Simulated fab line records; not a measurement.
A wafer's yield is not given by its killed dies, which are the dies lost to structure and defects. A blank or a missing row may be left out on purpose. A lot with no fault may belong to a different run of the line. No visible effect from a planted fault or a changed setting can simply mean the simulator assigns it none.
fab line records -- flow gf180mcu
record: lots: 7, wafers: 21, last_day: 34
route steps=602 shown V2@382
lots that met no fault: from a run of the same line without faults
start_h: start of the lot's first displayed wafer, in hours after the record's first day -- wait_h: hours from the lot's prior step to this one -- " as in the row above -- L1.1+2: one row covering several wafers at once -- - no value, or no start given -- * or withheld: withheld -- < > ~ a bound
route shown NAME@n: NAME is a module with steps in the file, n the number in the route of the first one -- usual: average and standard deviation across the fault-free wafers -- same: alike in all rows -- chamber/n: place in a boat -- sites: each site's reading -- _std_site: their standard deviation -- _edge_site: inner sites' mean taken away from outer sites' mean -- radius_mm: how far each site lies from the wafer's centre -- mask NAME#n: copy n -- behind: tool/chamber where the wafer was last shaped -- hold: reason for holding the lot/hours on hold/outcome of the hold -- device: which transistor (n, p or np) failed to switch -- end of line: the same wafers' tests at the end of the route -- a step given without rows: its recipe and nothing more -- killed: dies that structure and defects cost at the first sort, which is not the same as the wafer's yield -- map: the dies of a wafer, with x for killed, . for not killed, _ for no die there
set.NAME: the setting the step ran with; set.NAME@STEP: the setting that earlier step ran with -- model.NAME: the simulator's own value behind a step, which no gauge read
lots at some steps of the route; a table a step, a row a wafer
services: from which hour (start_h, from the record's first day; less than 0 if before it) a tool's chamber was out of use, for how many hours, and why
== steps ==
step: GF_V2_CVD_00
recipe: material: SiO2, target_thk_nm: 600, sigma_open_frac: 0.3, temp_c: 400, time_s: 100, sih4_flow_sccm: 60, pressure_mtorr: 6
step: GF_V2_THK_MEAS_01
recipe: reads: SiO2_of_V2_CVD_00
usual: V2_CVD_00_THK: 597/7.1
lot.wafer,tool,chamber,start_h,wait_h,V2_CVD_00_THK[nm]
L791.1,film_metro-03,-,460.87,0.1,597
L791.2,film_metro-03,-,460.87,0.1,603
L791.3,film_metro-03,-,460.87,0.1,596
L792.1,film_metro-01,-,465.62,0.0,600
L792.4,film_metro-01,-,465.62,0.0,587
L792.5,film_metro-01,-,465.62,0.0,594
L793.3,film_metro-01,-,476.20,0.1,594
L793.4,film_metro-01,-,476.20,0.1,592
L793.5,film_metro-01,-,476.20,0.1,594
L794.2,film_metro-04,-,486.30,0.0,614
L794.5,film_metro-04,-,486.30,0.0,618
L794.6,film_metro-04,-,486.30,0.0,615
L802.1,film_metro-01,-,548.88,0.0,604
L802.2,film_metro-01,-,548.88,0.0,595
L802.3,film_metro-01,-,548.88,0.0,604
L803.1,film_metro-04,-,562.60,0.0,592
L803.2,film_metro-04,-,562.60,0.0,607
L803.3,film_metro-04,-,562.60,0.0,604
L810.2,film_metro-04,-,611.55,0.0,603
L810.3,film_metro-04,-,611.55,0.0,609
L810.6,film_metro-04,-,611.55,0.0,596
step: GF_V2_CVD_02
recipe: material: SiO2, target_thk_nm: 850, precursor: TEOS, temp_c: 400, time_s: 94.851, rf_w: 600
usual: heater_power_w: 632/130
lot.wafer,tool,chamber,start_h,wait_h,heater_power_w
L791.1,pecvd-04,0,460.93,0.1,781
L791.2,pecvd-04,1,460.93,0.1,523
L791.3,pecvd-04,2,460.93,0.1,447
L792.1,pecvd-01,1,465.68,0.1,676
L792.4,pecvd-01,2,465.68,0.1,566
L792.5,pecvd-01,1,465.68,0.1,763
L793.3,pecvd-04,1,476.24,0.0,563
L793.4,pecvd-04,1,476.24,0.0,588
L793.5,pecvd-04,0,476.24,0.0,784
L794.2,pecvd-02,1,486.35,0.0,785
L794.5,pecvd-02,1,486.35,0.0,858
L794.6,pecvd-02,2,486.35,0.0,412
L802.1,pecvd-04,0,548.94,0.1,654
L802.2,pecvd-04,1,548.94,0.1,596
L802.3,pecvd-04,2,548.94,0.1,567
L803.1,pecvd-01,2,562.66,0.1,581
L803.2,pecvd-01,0,562.66,0.1,640
L803.3,pecvd-01,1,562.66,0.1,676
L810.2,pecvd-01,1,611.60,0.0,695
L810.3,pecvd-01,2,611.60,0.0,476
L810.6,pecvd-01,1,611.60,0.0,769
step: GF_V2_THK_MEAS_03
recipe: reads: SiO2_of_V2_CVD_02
usual: V2_CVD_02_THK: 852/11
lot.wafer,tool,chamber,start_h,wait_h,V2_CVD_02_THK[nm]
L791.1,film_metro-04,-,461.00,0.0,848
L791.2,film_metro-04,-,461.00,0.0,857
L791.3,film_metro-04,-,461.00,0.0,850
L792.1,film_metro-04,-,465.75,0.0,849
L792.4,film_metro-04,-,465.75,0.0,841
L792.5,film_metro-04,-,465.75,0.0,848
L793.3,film_metro-03,-,476.33,0.1,839
L793.4,film_metro-03,-,476.33,0.1,858
L793.5,film_metro-03,-,476.33,0.1,854
L794.2,film_metro-04,-,486.43,0.0,852
L794.5,film_metro-04,-,486.43,0.0,857
L794.6,film_metro-04,-,486.43,0.0,883
L802.1,film_metro-04,-,549.01,0.0,841
L802.2,film_metro-04,-,549.01,0.0,842
L802.3,film_metro-04,-,549.01,0.0,834
L803.1,film_metro-01,-,562.73,0.0,843
L803.2,film_metro-01,-,562.73,0.0,839
L803.3,film_metro-01,-,562.73,0.0,859
L810.2,film_metro-03,-,611.68,0.0,853
L810.3,film_metro-03,-,611.68,0.0,854
L810.6,film_metro-03,-,611.68,0.0,867
step: GF_V2_CMP_04
recipe: material: SiO2, down_force_psi: 4, platen_rpm: 60, pad_velocity_m_s: 0.94248
usual: motor_current_A: 11.5/1.2, time_to_endpoint_s: 81/6
lot.wafer,tool,chamber,start_h,wait_h,motor_current_A,time_to_endpoint_s
L791.1,cmp-01,3,461.06,0.1,13.5,78
L791.2,cmp-01,0,461.06,0.1,11.3,84
L791.3,cmp-01,2,461.06,0.1,13.1,90
L792.1,cmp-01,1,465.86,0.1,12.4,82
L792.4,cmp-01,3,465.86,0.1,13.3,79
L792.5,cmp-01,1,465.86,0.1,12.5,80
L793.4,cmp-01,3,476.47,0.1,13.3,86
L793.3,cmp-01,0,476.47,0.1,12.0,79
L793.5,cmp-01,1,476.47,0.1,13.7,85
L794.2,cmp-01,0,486.79,0.4,11.4,86
L794.6,cmp-01,2,486.79,0.4,12.6,97
L794.5,cmp-01,3,486.79,0.4,14.3,85
L802.2,cmp-02,3,549.07,0.0,10.6,80
L802.1,cmp-02,1,549.07,0.0,9.8,68
L802.3,cmp-02,2,549.07,0.0,12.2,76
L803.1,cmp-01,1,562.79,0.1,12.1,76
L803.3,cmp-01,2,562.79,0.1,12.6,85
L803.2,cmp-01,0,562.79,0.1,12.3,73
L810.3,cmp-01,0,611.73,0.0,11.3,82
L810.2,cmp-01,1,611.73,0.0,13.2,81
L810.6,cmp-01,0,611.73,0.0,11.8,87
step: GF_V2_BOW_MEAS_05
recipe: mode: bow
usual: V2_BOW: 99/8.3
lot.wafer,tool,chamber,start_h,wait_h,V2_BOW[um]
L791.1,film_metro-01,-,461.36,0.2,122
L791.2,film_metro-01,-,461.36,0.2,109
L791.3,film_metro-01,-,461.36,0.2,113
L792.1,film_metro-01,-,466.11,0.2,96
L792.4,film_metro-01,-,466.11,0.2,95
L792.5,film_metro-01,-,466.11,0.2,95
L793.3,film_metro-01,-,476.71,0.1,93
L793.4,film_metro-01,-,476.71,0.1,109
L793.5,film_metro-01,-,476.71,0.1,103
L794.2,film_metro-04,-,487.01,0.2,110
L794.5,film_metro-04,-,487.01,0.2,95
L794.6,film_metro-04,-,487.01,0.2,99
L802.1,film_metro-04,-,549.37,0.1,102
L802.2,film_metro-04,-,549.37,0.1,98
L802.3,film_metro-04,-,549.37,0.1,91
L803.1,film_metro-03,-,563.09,0.2,101
L803.2,film_metro-03,-,563.09,0.2,110
L803.3,film_metro-03,-,563.09,0.2,106
L810.2,film_metro-01,-,612.05,0.2,92
L810.3,film_metro-01,-,612.05,0.2,99
L810.6,film_metro-01,-,612.05,0.2,103
step: GF_V2_DEHYDRATE_06
recipe: temp_c: 200, time_s: 60
step: GF_V2_HMDS_07
recipe: prime_time_s: 60, prime_temp_c: 120
step: GF_V2_COAT_08
recipe: resist: BARC, temp_c: withheld, time_s: withheld, spin_rpm: withheld, resist_thk_nm: withheld
step: GF_V2_COAT_09
recipe: resist: KrF, spin_rpm: withheld, resist_thk_nm: 1000
step: GF_V2_SOFTBAKE_10
recipe: temp_c: 130, time_s: 60, resist: KrF
step: GF_V2_EXPOSE_11
recipe: mask_id: Via2, target_cd_nm: 260, na: 0.68, source_shape: conventional, sigma_outer: 0.6, dose_mj: 38
step: GF_V2_PEB_12
recipe: peb_temp_c: 135, peb_time_s: 92.96, resist: KrF
usual: chill_plate_temp_C: 22.97/0.1, exhaust_pa: 44.9/0.99, plate_sensor_t_centre_C: 136.13/0.01, plate_sensor_t_edge_C: 136.29/0.0095
lot.wafer,tool,chamber,start_h,wait_h,chill_plate_temp_C,exhaust_pa,plate_sensor_t_centre_C,plate_sensor_t_edge_C
L791.1,litho_track-03,0,484.49,-,23.07,44.3,136.12,136.31
L791.2,litho_track-03,0,484.49,-,23.18,44.6,136.11,136.31
L791.3,litho_track-03,0,484.49,-,22.99,45.4,136.14,136.28
L792.1,litho_track-01,-,489.85,-,-,-,-,-
L792.4,litho_track-01,-,489.85,-,-,-,-,-
L792.5,litho_track-01,-,489.85,-,-,-,-,-
L793.3,litho_track-03,-,500.16,-,-,-,-,-
L793.4,litho_track-03,-,500.16,-,-,-,-,-
L793.5,litho_track-03,-,500.16,-,-,-,-,-
L794.2,litho_track-03,-,510.48,-,-,-,-,-
L794.5,litho_track-03,-,510.48,-,-,-,-,-
L794.6,litho_track-03,-,510.48,-,-,-,-,-
L802.1,litho_track-01,0,571.10,-,23.10,44.7,136.13,136.3
L802.2,litho_track-01,0,571.10,-,22.90,44.8,136.13,136.3
L802.3,litho_track-01,0,571.10,-,23.06,46.0,136.13,136.3
L803.1,litho_track-03,0,583.69,-,22.83,44.8,136.14,136.3
L803.2,litho_track-03,0,583.69,-,22.86,45.1,136.12,136.3
L803.3,litho_track-03,0,583.69,-,22.90,46.5,136.15,136.29
L810.2,litho_track-03,0,632.07,-,23.14,44.9,136.13,136.3
L810.3,litho_track-03,0,632.07,-,23.03,47.2,136.13,136.28
L810.6,litho_track-03,0,632.07,-,23.09,44.7,136.14,136.29
step: GF_V2_DEVELOP_13
recipe: develop_time_s: 60, resist: KrF, dev_temp_c: 21
== services ==
tool,chamber,start_h,hours,kind
cmp-02,-,457.95,1.2,repair
cmp-02,-,484.66,9.7,pm
cmp-02,-,499.68,2.0,repair
pecvd-04,-,502.34,1.2,repair
cmp-01,-,502.62,1.7,repair
pecvd-02,2,502.97,5.1,repair
pecvd-02,-,505.06,6.0,pm
cmp-02,-,508.18,7.0,pm
pecvd-04,-,526.06,2.9,repair
pecvd-04,-,526.54,0.7,repair
cmp-01,-,539.50,17.0,pm
cmp-01,-,572.00,4.0,pm
cmp-01,-,576.00,-,consumable_replace:conditioner
cmp-01,-,576.00,-,consumable_replace:pad
cmp-01,-,578.68,7.5,pm
pecvd-01,-,584.37,0.5,repair
cmp-01,-,587.20,0.4,repair
pecvd-02,-,601.20,2.8,pm
cmp-02,-,609.25,4.4,repair
== key ==
first_sign: step: GF_V2_PEB_12, reading: tool_record, direction: missing
effect none on later readings
met_at GF_V2_PEB_12
struck_wafers L792.1,L792.4,L792.5,L793.3,L793.4,L793.5,L794.2,L794.5,L794.6
later_rows_left_out L792.1,L792.4,L792.5,L793.3,L793.4,L793.5,L794.2,L794.5,L794.6
sort_left_out L792.1,L792.4,L792.5,L793.3,L793.4,L793.5,L794.2,L794.5,L794.6
onset_between 484.49 489.85
fault: kind: skipped_step_whole, tool: litho_track-01,litho_track-03, chamber: -, onset_h: 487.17, steps: GF_V2_PEB_12, scope: struck_lots_only
sort_left_out: the simulated sort isn't trusted on such a fault, so these wafers' sort isn't shown, and their yield isn't known
later_rows_left_out: the simulator's readings of these wafers behind a module that went badly wrong aren't trusted and aren't shown, but for the sort
